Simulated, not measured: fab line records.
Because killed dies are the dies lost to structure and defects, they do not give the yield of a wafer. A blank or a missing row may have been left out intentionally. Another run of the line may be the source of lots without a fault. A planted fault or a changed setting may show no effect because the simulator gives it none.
fab line records | flow sky130
record lots=12 | wafers=36 | lastDay=49
route steps=708 shown FIELD_ISO@5 SONOS_ONO@170 POLY_CUT@316
lots with no fault: from the same line, run without faults
startH: hours from the record's first day to the start of the lot's first wafer shown | waitH: how many hours have passed since the lot's step before this one | " identical to the entry in the row above | L1.1+2: one row covering several wafers at once | - value missing, or start not given | * or withheld: withheld | < > ~ a bound
route shown NAME@n: names a module that has steps shown in the file, with the first one's number in the route | usual: mean and standard deviation over wafers with no fault | same: alike in all rows | chamber/n: place in a boat | sites: per-site readings | _std_site: how widely they spread, as a standard deviation | _edge_site: inner sites' mean taken away from outer sites' mean | radiusMm: how far each site lies from the wafer's centre | mask NAME#n: copy n | behind: the tool/chamber that last shaped the wafer | hold: cause of the lot's hold/its duration in hours/its outcome | device: names the non-switching transistor (n, p or np) | end of line: tests run on the same wafers once the route is complete | a step without rows: its recipe alone | killed: dies lost to structure and defects at the first sort, not the wafer's yield | map: shows each die of a wafer: x if killed, . if not, _ if none is there
set.NAME: the setting as run; set.NAME@STEP: as run at that earlier step | model.NAME: the simulator's own value behind a step, which no gauge read
route steps across a sampled set of lots; one table per step, one row per wafer
services: when a tool's chamber went out of use (startH, in hours from the record's first day, below 0 if earlier), for how many hours, and the reason
## steps
# step SKY_FIELD_ISO_THK_MEAS_04
# recipe reads=Si3N4_of_FIELD_ISO_CVD_03
# usual FIELD_ISO_CVD_03_THK=164.3/1.3
lot.wafer | tool         | chamber | startH | waitH | FIELD_ISO_CVD_03_THK[nm]
L357.4    | filmMetro-04 | -       | 13.51  | 0.0   | 165.7
L357.5    | "            | -       | "      | "     | 165.6
L357.6    | "            | -       | "      | "     | 165.4
L359.1    | filmMetro-03 | -       | 26.08  | 0.0   | 165.4
L359.5    | "            | -       | "      | "     | 165.0
L359.6    | "            | -       | "      | "     | 165.7
L360.2    | filmMetro-04 | -       | 30.30  | 0.0   | 165.6
L360.4    | "            | -       | "      | "     | 164.4
L360.5    | "            | -       | "      | "     | 165.3
L361.1    | filmMetro-03 | -       | 34.72  | 0.0   | 163.6
L361.3    | "            | -       | "      | "     | 165.0
L361.5    | "            | -       | "      | "     | 163.6
L362.2    | filmMetro-03 | -       | 39.04  | 0.0   | 163.9
L362.3    | "            | -       | "      | "     | 165.0
L362.4    | "            | -       | "      | "     | 164.7
L364.2    | filmMetro-04 | -       | 49.12  | 0.0   | 162.5
L364.4    | "            | -       | "      | "     | 162.9
L364.6    | "            | -       | "      | "     | 164.3
L366.2    | filmMetro-01 | -       | 58.99  | 0.0   | 164.7
L366.3    | "            | -       | "      | "     | 165.2
L366.5    | "            | -       | "      | "     | 167.0
L368.1    | filmMetro-04 | -       | 68.48  | 0.0   | 165.2
L368.3    | "            | -       | "      | "     | 165.7
L368.6    | "            | -       | "      | "     | 167.0
L369.2    | filmMetro-03 | -       | 76.14  | 0.0   | 164.0
L369.3    | "            | -       | "      | "     | 162.7
L369.6    | "            | -       | "      | "     | 163.1
L370.2    | filmMetro-03 | -       | 81.54  | 0.0   | 164.4
L370.3    | "            | -       | "      | "     | 164.3
L370.4    | "            | -       | "      | "     | 162.9
L373.1    | filmMetro-03 | -       | 93.48  | 0.0   | 162.4
L373.2    | "            | -       | "      | "     | 161.9
L373.3    | "            | -       | "      | "     | 162.7
L374.2    | filmMetro-03 | -       | 100.60 | 0.0   | 164.1
L374.4    | "            | -       | "      | "     | 163.7
L374.5    | "            | -       | "      | "     | 164.1
# step SKY_FIELD_ISO_CD_MEAS_13
# recipe targetCdNm=150
# usual cdNm=150.0/1.4
lot.wafer | tool     | chamber | startH | waitH | cdNm
L357.4    | cdSem-01 | -       | 27.85  | -     | 149.7
L357.5    | "        | -       | "      | "     | 149.4
L357.6    | "        | -       | "      | "     | 147.9
L359.1    | cdSem-01 | -       | 41.09  | -     | 152.4
L359.5    | "        | -       | "      | "     | 152.8
L359.6    | "        | -       | "      | "     | 153.3
L360.2    | cdSem-01 | -       | 45.61  | -     | 149.0
L360.4    | "        | -       | "      | "     | 149.4
L360.5    | "        | -       | "      | "     | 149.1
L361.1    | cdSem-01 | -       | 49.91  | -     | 152.7
L361.3    | "        | -       | "      | "     | 153.2
L361.5    | "        | -       | "      | "     | 151.3
L362.2    | cdSem-01 | -       | 53.81  | -     | 153.3
L362.3    | "        | -       | "      | "     | 151.5
L362.4    | "        | -       | "      | "     | 153.5
L364.2    | cdSem-02 | -       | 65.53  | -     | 149.4
L364.4    | "        | -       | "      | "     | 150.5
L364.6    | "        | -       | "      | "     | 150.9
L366.2    | cdSem-02 | -       | 75.88  | -     | 149.2
L366.3    | "        | -       | "      | "     | 149.3
L366.5    | "        | -       | "      | "     | 150.6
L368.1    | cdSem-02 | -       | 84.81  | -     | 149.5
L368.3    | "        | -       | "      | "     | 149.5
L368.6    | "        | -       | "      | "     | 149.2
L369.2    | cdSem-01 | -       | 93.26  | -     | 152.0
L369.3    | "        | -       | "      | "     | 151.0
L369.6    | "        | -       | "      | "     | 150.9
L370.2    | cdSem-02 | -       | 98.86  | -     | 147.8
L370.3    | "        | -       | "      | "     | 148.9
L370.4    | "        | -       | "      | "     | 149.3
L373.1    | cdSem-01 | -       | 111.16 | -     | 147.7
L373.2    | "        | -       | "      | "     | 148.0
L373.3    | "        | -       | "      | "     | 149.0
L374.2    | cdSem-01 | -       | 117.71 | -     | 148.6
L374.4    | "        | -       | "      | "     | 149.0
L374.5    | "        | -       | "      | "     | 148.8
# step SKY_SONOS_ONO_CVD_02
# recipe material=Si3N4 | precursor=DCS/NH3 | targetThkNm=10.5 | tempC=770 | timeS=180 | pressureMtorr=250
# usual spikeTcBottomC=791.5/0.97 | spikeTcCentreC=770.0/1.1 | spikeTcLowerC=770.4/1 | spikeTcTopC=782.5/2.9 | spikeTcUpperC=770.6/1.1 | susceptorTempC=770.1/0.39
lot.wafer | tool     | chamber | startH | waitH | spikeTcBottomC | spikeTcCentreC | spikeTcLowerC | spikeTcTopC | spikeTcUpperC | susceptorTempC
L357.4    | lpcvd-02 | 0       | 250.04 | 0.0   | 792.2          | 772.4          | 769.4         | 778.6       | 769.9         | 770.4
L357.5    | "        | 0       | "      | "     | 792.0          | 770.7          | 769.4         | 780.3       | 771.0         | 770.3
L357.6    | "        | 0       | "      | "     | 790.6          | 771.9          | 771.0         | 777.9       | 772.8         | 770.1
L359.1    | lpcvd-02 | 1       | 263.14 | 0.1   | 792.2          | 769.9          | 771.1         | 784.1       | 771.0         | 770.7
L359.5    | "        | 1       | "      | "     | 790.7          | 769.0          | 770.4         | 784.9       | 771.2         | 770.2
L359.6    | "        | 1       | "      | "     | 789.7          | 768.8          | 769.5         | 782.9       | 770.7         | 770.2
L360.2    | lpcvd-02 | 1       | 272.20 | 0.0   | 792.9          | 769.2          | 770.7         | 786.7       | 768.6         | 770.0
L360.4    | "        | 1       | "      | "     | 791.2          | 769.0          | 769.3         | 785.0       | 769.2         | 770.0
L360.5    | "        | 1       | "      | "     | 791.9          | 768.9          | 768.2         | 783.4       | 769.5         | 769.7
L361.1    | lpcvd-02 | 0       | 282.50 | 2.2   | 792.3          | 770.2          | 770.3         | 779.0       | 769.0         | 769.9
L361.3    | "        | 0       | "      | "     | 791.0          | 767.9          | 771.2         | 778.4       | 771.8         | 770.3
L361.5    | "        | 0       | "      | "     | 789.8          | 771.2          | 769.5         | 779.2       | 771.4         | 769.9
L362.2    | lpcvd-02 | 1       | 285.34 | 1.9   | 792.5          | 768.0          | 770.9         | 784.2       | 769.7         | 769.5
L362.3    | "        | 1       | "      | "     | 790.6          | 770.3          | 772.5         | 785.3       | 769.9         | 769.9
L362.4    | "        | 1       | "      | "     | 790.6          | 767.4          | 769.5         | 785.1       | 768.4         | 769.9
L364.2    | lpcvd-02 | 1       | 300.82 | 0.2   | 792.9          | 769.8          | 772.3         | 783.7       | 771.2         | 770.3
L364.4    | "        | 1       | "      | "     | 792.4          | 769.8          | 772.4         | 784.7       | 769.4         | 770.0
L364.6    | "        | 1       | "      | "     | 792.6          | 767.6          | 770.1         | 785.9       | 769.5         | 770.5
L366.2    | lpcvd-02 | 1       | 316.93 | 0.2   | 791.0          | 769.4          | 771.8         | 785.1       | 771.4         | 769.9
L366.3    | "        | 1       | "      | "     | 791.4          | 769.1          | 772.2         | 785.6       | 769.3         | 770.4
L366.5    | "        | 1       | "      | "     | 791.1          | 769.0          | 771.1         | 785.8       | 770.0         | 770.1
L368.1    | lpcvd-02 | 1       | 339.30 | 0.1   | 792.4          | 769.5          | 770.9         | 784.9       | 771.1         | 770.0
L368.3    | "        | 1       | "      | "     | 789.9          | 770.6          | 771.6         | 785.5       | 770.1         | 769.8
L368.6    | "        | 1       | "      | "     | 791.5          | 770.7          | 771.2         | 784.6       | 771.2         | 769.5
L369.2    | lpcvd-02 | 0       | 348.48 | 1.5   | 791.5          | 770.5          | 769.3         | 778.9       | 772.1         | 770.0
L369.3    | "        | 0       | "      | "     | 792.7          | 771.5          | 770.4         | 780.2       | 772.1         | 770.1
L369.6    | "        | 0       | "      | "     | 790.8          | 769.6          | 771.5         | 778.9       | 770.9         | 769.7
L370.2    | lpcvd-02 | 1       | 353.48 | 1.6   | 791.8          | 768.9          | 770.0         | 786.4       | 769.8         | 770.8
L370.3    | "        | 1       | "      | "     | 792.5          | 769.9          | 768.9         | 784.8       | 770.6         | 770.3
L370.4    | "        | 1       | "      | "     | 789.9          | 769.7          | 770.5         | 784.0       | 769.8         | 770.4
L373.1    | lpcvd-02 | 0       | 376.52 | 1.1   | 812.8          | 791.7          | 790.3         | 798.4       | 793.1         | 790.7
L373.2    | "        | 0       | "      | "     | 812.9          | 789.4          | 789.6         | 797.2       | 792.8         | 790.3
L373.3    | "        | 0       | "      | "     | 814.0          | 791.7          | 790.1         | 798.1       | 791.2         | 790.1
L374.2    | lpcvd-02 | 0       | 383.60 | 0.0   | 811.3          | 790.6          | 791.2         | 798.4       | 792.2         | 791.0
L374.4    | "        | 0       | "      | "     | 812.0          | 790.3          | 792.6         | 798.6       | 792.4         | 790.8
L374.5    | "        | 0       | "      | "     | 813.7          | 789.5          | 790.6         | 798.9       | 792.0         | 791.3
# step SKY_SONOS_ONO_THK_MEAS_03
# recipe reads=Si3N4_of_SONOS_ONO_CVD_02
# usual SONOS_ONO_CVD_02_THK=10.46/0.14
lot.wafer | tool         | chamber | startH | waitH | hold                    | SONOS_ONO_CVD_02_THK[nm]
L357.4    | filmMetro-01 | -       | 251.12 | 0.0   | -                       | 10.56
L357.5    | "            | -       | "      | "     | -                       | 10.67
L357.6    | "            | -       | "      | "     | -                       | 10.43
L359.1    | filmMetro-01 | -       | 264.19 | 0.0   | -                       | 10.91
L359.5    | "            | -       | "      | "     | -                       | 10.91
L359.6    | "            | -       | "      | "     | -                       | 10.82
L360.2    | filmMetro-03 | -       | 273.26 | 0.0   | -                       | 10.66
L360.4    | "            | -       | "      | "     | -                       | 10.70
L360.5    | "            | -       | "      | "     | -                       | 10.66
L361.1    | filmMetro-03 | -       | 283.55 | 0.0   | -                       | 10.50
L361.3    | "            | -       | "      | "     | -                       | 10.56
L361.5    | "            | -       | "      | "     | -                       | 10.44
L362.2    | filmMetro-01 | -       | 286.40 | 0.0   | -                       | 10.59
L362.3    | "            | -       | "      | "     | -                       | 10.50
L362.4    | "            | -       | "      | "     | -                       | 10.48
L364.2    | filmMetro-04 | -       | 301.88 | 0.0   | -                       | 10.30
L364.4    | "            | -       | "      | "     | -                       | 10.33
L364.6    | "            | -       | "      | "     | -                       | 10.27
L366.2    | filmMetro-01 | -       | 317.99 | 0.0   | -                       | 10.38
L366.3    | "            | -       | "      | "     | -                       | 10.47
L366.5    | "            | -       | "      | "     | -                       | 10.40
L368.1    | filmMetro-01 | -       | 340.35 | 0.0   | -                       | 10.61
L368.3    | "            | -       | "      | "     | -                       | 10.47
L368.6    | "            | -       | "      | "     | -                       | 10.62
L369.2    | filmMetro-01 | -       | 349.54 | 0.0   | -                       | 10.50
L369.3    | "            | -       | "      | "     | -                       | 10.53
L369.6    | "            | -       | "      | "     | -                       | 10.53
L370.2    | filmMetro-03 | -       | 354.54 | 0.0   | -                       | 10.41
L370.3    | "            | -       | "      | "     | -                       | 10.44
L370.4    | "            | -       | "      | "     | -                       | 10.48
L373.1    | filmMetro-03 | -       | 377.57 | 0.0   | awaitDispo/0.2h/release | 15.22
L373.2    | "            | -       | "      | "     | awaitDispo/0.2h/release | 15.36
L373.3    | "            | -       | "      | "     | awaitDispo/0.2h/release | 15.38
L373.1    | filmMetro-03 | -       | 377.79 | 0.2   | -                       | 15.28
L373.2    | "            | -       | "      | "     | -                       | 15.31
L373.3    | "            | -       | "      | "     | -                       | 15.40
L374.2    | filmMetro-04 | -       | 384.66 | 0.0   | awaitDispo/0.2h/release | 15.08
L374.4    | "            | -       | "      | "     | awaitDispo/0.2h/release | 15.27
L374.5    | "            | -       | "      | "     | awaitDispo/0.2h/release | 15.22
L374.2    | filmMetro-04 | -       | 384.89 | 0.2   | -                       | 14.99
L374.4    | "            | -       | "      | "     | -                       | 15.24
L374.5    | "            | -       | "      | "     | -                       | 15.15
# step SKY_POLY_CUT_OVL_MEAS_09
# usual POLY_CUT_OVL=-2/5.5
lot.wafer | tool       | chamber | startH | waitH | POLY_CUT_OVL[nm]
L357.4    | overlay-02 | -       | 553.02 | 0.1   | -2
L357.5    | "          | -       | "      | "     | 4
L357.6    | "          | -       | "      | "     | -6
L359.1    | overlay-01 | -       | 568.75 | 0.1   | 0
L359.5    | "          | -       | "      | "     | -7
L359.6    | "          | -       | "      | "     | -1
L360.2    | overlay-02 | -       | 580.86 | 0.1   | -1
L360.4    | "          | -       | "      | "     | 2
L360.5    | "          | -       | "      | "     | 4
L361.1    | overlay-01 | -       | 587.61 | 0.1   | -4
L361.3    | "          | -       | "      | "     | -13
L361.5    | "          | -       | "      | "     | -2
L362.2    | overlay-01 | -       | 591.36 | 0.1   | 4
L362.3    | "          | -       | "      | "     | 1
L362.4    | "          | -       | "      | "     | 2
L364.2    | overlay-02 | -       | 611.76 | 0.1   | -7
L364.4    | "          | -       | "      | "     | -7
L364.6    | "          | -       | "      | "     | -2
L366.2    | overlay-02 | -       | 629.21 | 0.1   | -1
L366.3    | "          | -       | "      | "     | 4
L366.5    | "          | -       | "      | "     | 3
L368.1    | overlay-02 | -       | 655.93 | 0.1   | -2
L368.3    | "          | -       | "      | "     | -3
L368.6    | "          | -       | "      | "     | 6
L369.2    | overlay-02 | -       | 658.81 | 0.1   | 8
L369.3    | "          | -       | "      | "     | 3
L369.6    | "          | -       | "      | "     | 5
L370.2    | overlay-01 | -       | 663.79 | 0.1   | -2
L370.3    | "          | -       | "      | "     | -3
L370.4    | "          | -       | "      | "     | -3
L373.1    | overlay-02 | -       | 687.93 | 0.1   | -2
L373.2    | "          | -       | "      | "     | -10
L373.3    | "          | -       | "      | "     | -3
L374.2    | overlay-02 | -       | 699.04 | 0.1   | -2
L374.4    | "          | -       | "      | "     | -8
L374.5    | "          | -       | "      | "     | 1
## services
tool     | chamber | startH | hours | kind
lpcvd-02 | -       | 278.44 | 2.7   | repair
## key
firstSign step=SKY_SONOS_ONO_CVD_02 | reading=susceptorTempC | direction=up | sigmas=53 | usual=* | struck=*
effect step=SKY_SONOS_ONO_CVD_02 | reading=spikeTcBottomC | direction=up | sigmas=22 | usual=791.5 | struck=812.8
effect step=SKY_SONOS_ONO_THK_MEAS_03 | reading=visit | direction=added
effect step=SKY_SONOS_ONO_THK_MEAS_03 | reading=SONOS_ONO_CVD_02_THK | direction=up | sigmas=34 | usual=10.46 | struck=15.25
metAt SKY_SONOS_ONO_CVD_02
struckLots L373,L374
struckWafers L373.1,L373.2,L373.3,L374.2,L374.4,L374.5
testerLeftOut L373,L374
notActingAt SKY_FIELD_ISO_THK_MEAS_04,SKY_FIELD_ISO_CD_MEAS_13,SKY_POLY_CUT_OVL_MEAS_09
onsetBetween 348.48 376.52
fault kind=processParameterDrift | tool=lpcvd-02 | chamber=0 | onsetH=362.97 | steps=SKY_SONOS_ONO_CVD_02 | channel=tempC | offset=* | shape=step | endH=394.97 | actsIn=* | stated=*
# testerLeftOut: of these lots the tester's yield and bins aren't shown, on N5 and GAA mostly nor the transistor test; their killed dies are dies lost to structure and defects alone, not to doping, threshold or leakage, so they don't give the yield
